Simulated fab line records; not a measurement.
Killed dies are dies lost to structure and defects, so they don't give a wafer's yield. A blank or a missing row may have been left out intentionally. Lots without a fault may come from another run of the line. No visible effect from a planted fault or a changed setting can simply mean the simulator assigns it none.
fab line records ; flow sky130
record: lots: 12; wafers: 36; last-day: 51
route steps=708 shown FIELD_ISO@14 LDD_P@266 SD_N@358 LI_CONTACT@383
lots untouched by any fault: they come from a run of this same line in which no faults occurred
start-h: start of the lot's first displayed wafer, in hours after the record's first day ; wait-h: hours from the lot's prior step to this one ; " same as the row above ; L1.1+2: a row that stands for several wafers ; - no value, or no start given ; * or withheld: withheld ; < > ~ a bound
route shown NAME@n: a module of which the file shows steps, and the number in the route of the first ; usual: average and standard deviation across the fault-free wafers ; same: alike in all rows ; chamber/n: place in a boat ; sites: per-site readings ; _std_site: standard deviation of those values ; _edge_site: outer sites' mean less inner sites' ; radius-mm: how far each site lies from the wafer's centre ; mask NAME#n: copy n ; behind: the last tool/chamber to shape the wafer ; hold: reason for holding the lot/hours on hold/outcome of the hold ; device: names the non-switching transistor (n, p or np) ; end of line: at the end of the route, the tests of the same wafers ; where a step has no rows: the recipe by itself ; killed: the dies lost at the first sort to structure and to defects; this is not the yield of the wafer ; map: a wafer's dies, marking killed ones x, the rest . and places with no die _
set.NAME: the setting as run; set.NAME@STEP: as run at that earlier step ; model.NAME: the simulator's own value behind a step, which no gauge read
a sample of lots followed through the steps of the route, with each step as a table and each wafer as a row
services: when a tool's chamber went out of use (start-h, in hours from the record's first day, below 0 if earlier), for how many hours, and the reason
== steps ==
step: SKY_FIELD_ISO_CD_MEAS_13
recipe: target-cd-nm: 150
usual: cd-nm: 149.8/1.3
lot.wafer;tool;chamber;start-h;wait-h;cd-nm
L848.1;cd-sem-02;-;34.35;-;149.8
L848.4;cd-sem-02;-;34.35;-;151.5
L848.5;cd-sem-02;-;34.35;-;150.4
L849.3;cd-sem-02;-;38.82;-;149.8
L849.4;cd-sem-02;-;38.82;-;150.0
L849.5;cd-sem-02;-;38.82;-;150.1
L850.1;cd-sem-01;-;45.00;-;150.7
L850.4;cd-sem-01;-;45.00;-;151.4
L850.6;cd-sem-01;-;45.00;-;149.1
L852.4;cd-sem-02;-;56.41;-;150.2
L852.5;cd-sem-02;-;56.41;-;151.8
L852.6;cd-sem-02;-;56.41;-;150.1
L853.2;cd-sem-02;-;62.20;-;151.9
L853.3;cd-sem-02;-;62.20;-;150.5
L853.4;cd-sem-02;-;62.20;-;151.9
L856.4;cd-sem-01;-;78.48;-;150.4
L856.5;cd-sem-01;-;78.48;-;150.5
L856.6;cd-sem-01;-;78.48;-;149.8
L858.3;cd-sem-01;-;85.70;-;149.1
L858.4;cd-sem-01;-;85.70;-;149.5
L858.6;cd-sem-01;-;85.70;-;149.5
L863.2;cd-sem-02;-;113.88;-;149.0
L863.5;cd-sem-02;-;113.88;-;148.3
L863.6;cd-sem-02;-;113.88;-;150.7
L864.2;cd-sem-01;-;119.20;-;150.4
L864.3;cd-sem-01;-;119.20;-;149.7
L864.4;cd-sem-01;-;119.20;-;151.6
L865.1;cd-sem-02;-;123.25;-;150.3
L865.3;cd-sem-02;-;123.25;-;150.6
L865.6;cd-sem-02;-;123.25;-;151.3
L867.1;cd-sem-02;-;133.15;-;146.7
L867.3;cd-sem-02;-;133.15;-;146.3
L867.6;cd-sem-02;-;133.15;-;147.7
L870.2;cd-sem-01;-;148.05;-;152.1
L870.3;cd-sem-01;-;148.05;-;149.4
L870.5;cd-sem-01;-;148.05;-;151.7
step: SKY_LDD_P_TW_MEAS_11
usual: LDD_P_TW: 637/6
lot.wafer;tool;chamber;start-h;wait-h;LDD_P_TW
L849.3;film-metro-01;-;466.59;0.1;636
L849.4;film-metro-01;-;466.59;0.1;640
L849.5;film-metro-01;-;466.59;0.1;632
L848.1;film-metro-01;-;466.89;0.1;632
L848.4;film-metro-01;-;466.89;0.1;634
L848.5;film-metro-01;-;466.89;0.1;638
L850.1;film-metro-04;-;479.41;0.1;650
L850.4;film-metro-04;-;479.41;0.1;651
L850.6;film-metro-04;-;479.41;0.1;648
L852.4;film-metro-01;-;495.04;0.1;633
L852.5;film-metro-01;-;495.04;0.1;636
L852.6;film-metro-01;-;495.04;0.1;635
L853.2;film-metro-01;-;503.68;0.1;633
L853.3;film-metro-01;-;503.68;0.1;633
L853.4;film-metro-01;-;503.68;0.1;633
L856.4;film-metro-03;-;539.02;0.1;631
L856.5;film-metro-03;-;539.02;0.1;634
L856.6;film-metro-03;-;539.02;0.1;633
L858.3;film-metro-01;-;561.01;0.1;637
L858.4;film-metro-01;-;561.01;0.1;637
L858.6;film-metro-01;-;561.01;0.1;636
L863.2;film-metro-01;-;602.38;0.1;637
L863.5;film-metro-01;-;602.38;0.1;637
L863.6;film-metro-01;-;602.38;0.1;640
L865.1;film-metro-01;-;611.74;0.1;638
L865.3;film-metro-01;-;611.74;0.1;639
L865.6;film-metro-01;-;611.74;0.1;639
L864.2;film-metro-01;-;613.17;0.1;637
L864.3;film-metro-01;-;613.17;0.1;637
L864.4;film-metro-01;-;613.17;0.1;638
L867.1;film-metro-03;-;627.62;0.1;635
L867.3;film-metro-03;-;627.62;0.1;636
L867.6;film-metro-03;-;627.62;0.1;634
L870.2;film-metro-01;-;646.13;0.1;632
L870.3;film-metro-01;-;646.13;0.1;630
L870.5;film-metro-01;-;646.13;0.1;631
step: SKY_SD_N_RS_MEAS_16
recipe: thk-meas-gauge: four-point-probe
usual: SD_N_RS: 68.60/0.12
lot.wafer;tool;chamber;start-h;wait-h;SD_N_RS[ohm/sq]
L849.3;film-metro-03;-;685.43;0.1;68.61
L849.4;film-metro-03;-;685.43;0.1;68.67
L849.5;film-metro-03;-;685.43;0.1;68.70
L848.1;film-metro-03;-;686.68;0.1;68.49
L848.4;film-metro-03;-;686.68;0.1;68.84
L848.5;film-metro-03;-;686.68;0.1;68.67
L850.1;film-metro-02;-;697.19;0.1;68.72
L850.4;film-metro-02;-;697.19;0.1;68.73
L850.6;film-metro-02;-;697.19;0.1;68.50
L852.4;film-metro-02;-;713.39;0.1;68.41
L852.5;film-metro-02;-;713.39;0.1;68.37
L852.6;film-metro-02;-;713.39;0.1;68.40
L853.2;film-metro-03;-;724.49;0.1;68.55
L853.3;film-metro-03;-;724.49;0.1;68.46
L853.4;film-metro-03;-;724.49;0.1;68.76
L856.4;film-metro-01;-;758.30;0.1;68.65
L856.5;film-metro-01;-;758.30;0.1;68.53
L856.6;film-metro-01;-;758.30;0.1;68.56
L858.3;film-metro-03;-;780.17;0.1;68.69
L858.4;film-metro-03;-;780.17;0.1;68.76
L858.6;film-metro-03;-;780.17;0.1;68.78
L863.2;film-metro-02;-;815.40;0.1;68.51
L863.5;film-metro-02;-;815.40;0.1;68.63
L863.6;film-metro-02;-;815.40;0.1;68.65
L865.1;film-metro-01;-;823.34;0.1;68.88
L865.3;film-metro-01;-;823.34;0.1;68.72
L865.6;film-metro-01;-;823.34;0.1;68.81
L864.2;film-metro-02;-;825.24;0.1;68.54
L864.3;film-metro-02;-;825.24;0.1;68.46
L864.4;film-metro-02;-;825.24;0.1;68.63
L867.1;film-metro-03;-;836.52;0.1;68.61
L867.3;film-metro-03;-;836.52;0.1;68.60
L867.6;film-metro-03;-;836.52;0.1;68.51
L870.2;film-metro-03;-;852.26;0.1;68.54
L870.3;film-metro-03;-;852.26;0.1;68.59
L870.5;film-metro-03;-;852.26;0.1;68.60
step: SKY_LI_CONTACT_CVD_21
recipe: material: W; target-thk-nm: 400; time-s: 120.56; temp-c: 400; pressure-torr: 40
usual: heater-power-w: 920/67
lot.wafer;tool;chamber;start-h;wait-h;heater-power-w
L849.3;cvd-w-02;0;718.04;0.1;825
L849.4;cvd-w-02;1;718.04;0.1;957
L849.5;cvd-w-02;1;718.04;0.1;960
L848.1;cvd-w-01;1;718.62;0.0;879
L848.4;cvd-w-01;1;718.62;0.0;895
L848.5;cvd-w-01;0;718.62;0.0;999
L850.1;cvd-w-01;1;728.90;0.0;890
L850.4;cvd-w-01;1;728.90;0.0;898
L850.6;cvd-w-01;1;728.90;0.0;886
L852.4;cvd-w-01;0;745.61;0.1;996
L852.5;cvd-w-01;0;745.61;0.1;1007
L852.6;cvd-w-01;1;745.61;0.1;898
L853.2;cvd-w-02;1;756.36;0.0;948
L853.3;cvd-w-02;1;756.36;0.0;964
L853.4;cvd-w-02;0;756.36;0.0;816
L856.4;cvd-w-01;1;789.61;0.1;914
L856.5;cvd-w-01;0;789.61;0.1;1029
L856.6;cvd-w-01;1;789.61;0.1;891
L858.3;cvd-w-02;0;809.42;0.1;837
L858.4;cvd-w-02;1;809.42;0.1;969
L858.6;cvd-w-02;0;809.42;0.1;788
L863.2;cvd-w-02;0;843.73;0.0;812
L863.5;cvd-w-02;1;843.73;0.0;978
L863.6;cvd-w-02;0;843.73;0.0;828
L865.1;cvd-w-01;1;851.78;0.0;896
L865.3;cvd-w-01;0;851.78;0.0;1006
L865.6;cvd-w-01;1;851.78;0.0;882
L864.2;cvd-w-02;0;853.17;0.0;825
L864.3;cvd-w-02;1;853.17;0.0;969
L864.4;cvd-w-02;0;853.17;0.0;829
L867.1;cvd-w-01;0;864.57;0.0;999
L867.3;cvd-w-01;0;864.57;0.0;988
L867.6;cvd-w-01;0;864.57;0.0;997
L870.2;cvd-w-01;1;880.28;0.0;909
L870.3;cvd-w-01;1;880.28;0.0;904
L870.5;cvd-w-01;1;880.28;0.0;887
step: SKY_LI_CONTACT_RS_MEAS_22
recipe: thk-meas-gauge: four-point-probe; reads: W_of_LI_CONTACT_CVD_21+TiN_of_LI_CONTACT_SPUTTER_20+Ti_of_LI_CONTACT_SPUTTER_19
usual: LI_CONTACT_W_RS: 0.287/0.0036
lot.wafer;tool;chamber;start-h;wait-h;hold;LI_CONTACT_W_RS[ohm/sq]
L849.3;film-metro-03;-;718.16;0.1;-;0.290
L849.4;film-metro-03;-;718.16;0.1;-;0.291
L849.5;film-metro-03;-;718.16;0.1;-;0.288
L848.1;film-metro-03;-;718.74;0.1;-;0.288
L848.4;film-metro-03;-;718.74;0.1;-;0.289
L848.5;film-metro-03;-;718.74;0.1;-;0.284
L850.1;film-metro-03;-;729.02;0.1;-;0.289
L850.4;film-metro-03;-;729.02;0.1;-;0.286
L850.6;film-metro-03;-;729.02;0.1;-;0.288
L852.4;film-metro-02;-;745.75;0.1;-;0.287
L852.5;film-metro-02;-;745.75;0.1;-;0.290
L852.6;film-metro-02;-;745.75;0.1;-;0.290
L853.2;film-metro-03;-;756.51;0.1;-;0.288
L853.3;film-metro-03;-;756.51;0.1;-;0.292
L853.4;film-metro-03;-;756.51;0.1;-;0.287
L856.4;film-metro-03;-;789.75;0.1;-;0.288
L856.5;film-metro-03;-;789.75;0.1;-;0.284
L856.6;film-metro-03;-;789.75;0.1;-;0.285
L858.3;film-metro-02;-;809.54;0.1;-;0.282
L858.4;film-metro-02;-;809.54;0.1;-;0.284
L858.6;film-metro-02;-;809.54;0.1;-;0.284
L863.2;film-metro-02;-;843.87;0.1;await-dispo/0.2h/release;0.252
L863.5;film-metro-02;-;843.87;0.1;await-dispo/0.2h/release;0.254
L863.6;film-metro-02;-;843.87;0.1;await-dispo/0.2h/release;0.254
L863.2;film-metro-02;-;844.16;0.3;-;0.251
L863.5;film-metro-02;-;844.16;0.3;-;0.253
L863.6;film-metro-02;-;844.16;0.3;-;0.254
L865.1;film-metro-01;-;851.90;0.1;-;0.294
L865.3;film-metro-01;-;851.90;0.1;-;0.293
L865.6;film-metro-01;-;851.90;0.1;-;0.292
L864.2;film-metro-03;-;853.31;0.1;await-dispo/0.2h/release;0.251
L864.3;film-metro-03;-;853.31;0.1;await-dispo/0.2h/release;0.253
L864.4;film-metro-03;-;853.31;0.1;await-dispo/0.2h/release;0.254
L864.2;film-metro-03;-;853.60;0.3;-;0.251
L864.3;film-metro-03;-;853.60;0.3;-;0.253
L864.4;film-metro-03;-;853.60;0.3;-;0.254
L867.1;film-metro-01;-;864.69;0.1;-;0.291
L867.3;film-metro-01;-;864.69;0.1;-;0.296
L867.6;film-metro-01;-;864.69;0.1;-;0.292
L870.2;film-metro-02;-;880.42;0.1;-;0.286
L870.3;film-metro-02;-;880.42;0.1;-;0.291
L870.5;film-metro-02;-;880.42;0.1;-;0.291
step: SKY_LI_CONTACT_THK_MEAS_23
recipe: thk-meas-gauge: xrf; reads: W_of_LI_CONTACT_CVD_21
usual: LI_CONTACT_W_THK: 409/5.3
lot.wafer;tool;chamber;start-h;wait-h;hold;LI_CONTACT_W_THK[nm]
L849.3;film-metro-03;-;718.26;0.1;-;404
L849.4;film-metro-03;-;718.26;0.1;-;405
L849.5;film-metro-03;-;718.26;0.1;-;410
L848.1;film-metro-03;-;718.86;0.1;-;405
L848.4;film-metro-03;-;718.86;0.1;-;405
L848.5;film-metro-03;-;718.86;0.1;-;413
L850.1;film-metro-03;-;729.14;0.1;-;403
L850.4;film-metro-03;-;729.14;0.1;-;409
L850.6;film-metro-03;-;729.14;0.1;-;407
L852.4;film-metro-02;-;745.84;0.1;-;415
L852.5;film-metro-02;-;745.84;0.1;-;412
L852.6;film-metro-02;-;745.84;0.1;-;412
L853.2;film-metro-03;-;756.62;0.1;-;400
L853.3;film-metro-03;-;756.62;0.1;-;394
L853.4;film-metro-03;-;756.62;0.1;-;400
L856.4;film-metro-03;-;789.84;0.1;-;406
L856.5;film-metro-03;-;789.84;0.1;-;413
L856.6;film-metro-03;-;789.84;0.1;-;411
L858.3;film-metro-02;-;809.64;0.1;-;418
L858.4;film-metro-02;-;809.64;0.1;-;418
L858.6;film-metro-02;-;809.64;0.1;-;416
L863.2;film-metro-02;-;851.60;7.4;await-dispo/0.2h/release;470
L863.5;film-metro-02;-;851.60;7.4;await-dispo/0.2h/release;467
L863.6;film-metro-02;-;851.60;7.4;await-dispo/0.2h/release;465
L863.2;film-metro-02;-;851.83;0.2;-;471
L863.5;film-metro-02;-;851.83;0.2;-;467
L863.6;film-metro-02;-;851.83;0.2;-;468
L865.1;film-metro-01;-;852.02;0.1;-;404
L865.3;film-metro-01;-;852.02;0.1;-;406
L865.6;film-metro-01;-;852.02;0.1;-;407
L864.2;film-metro-03;-;856.73;3.1;await-dispo/0.2h/release;461
L864.3;film-metro-03;-;856.73;3.1;await-dispo/0.2h/release;460
L864.4;film-metro-03;-;856.73;3.1;await-dispo/0.2h/release;461
L864.2;film-metro-03;-;856.96;0.2;-;463
L864.3;film-metro-03;-;856.96;0.2;-;461
L864.4;film-metro-03;-;856.96;0.2;-;460
L867.1;film-metro-01;-;864.81;0.1;-;406
L867.3;film-metro-01;-;864.81;0.1;-;397
L867.6;film-metro-01;-;864.81;0.1;-;405
L870.2;film-metro-02;-;880.53;0.1;-;412
L870.3;film-metro-02;-;880.53;0.1;-;404
L870.5;film-metro-02;-;880.53;0.1;-;406
== services ==
tool;chamber;start-h;hours;kind
cvd-w-02;-;711.39;1.0;repair
cvd-w-01;-;729.16;0.2;repair
cvd-w-01;1;762.10;5.0;repair
cvd-w-01;-;808.95;1.7;repair
cvd-w-02;-;826.55;6.9;pm
cvd-w-01;-;836.23;2.8;pm
cvd-w-02;-;859.63;0.8;repair
== key ==
first-sign: step: SKY_LI_CONTACT_RS_MEAS_22; reading: visit; direction: added
effect: step: SKY_LI_CONTACT_RS_MEAS_22; reading: LI_CONTACT_W_RS; direction: down; sigmas: 9.4; usual: 0.287; struck: 0.253
effect: step: SKY_LI_CONTACT_THK_MEAS_23; reading: visit; direction: added
effect: step: SKY_LI_CONTACT_THK_MEAS_23; reading: LI_CONTACT_W_THK; direction: up; sigmas: 10; usual: 409; struck: 464
met-at SKY_LI_CONTACT_CVD_21
struck-lots L863,L864
tester-left-out L863,L864
not-acting-at SKY_FIELD_ISO_CD_MEAS_13,SKY_LDD_P_TW_MEAS_11,SKY_SD_N_RS_MEAS_16
onset-between 809.42 843.73
fault: kind: process-parameter-drift; tool: cvd-w-02; chamber: -; onset-h: 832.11; steps: SKY_LI_CONTACT_CVD_21; channel: target-thk-nm; offset: 50.189; shape: step; end-h: 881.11; acts-in: these-recipes-only; stated: 400
tester-left-out: of these lots the tester's yield and bins aren't shown, on N5 and GAA mostly nor the transistor test; their killed dies are dies lost to structure and defects alone, not to doping, threshold or leakage, so they don't give the yield
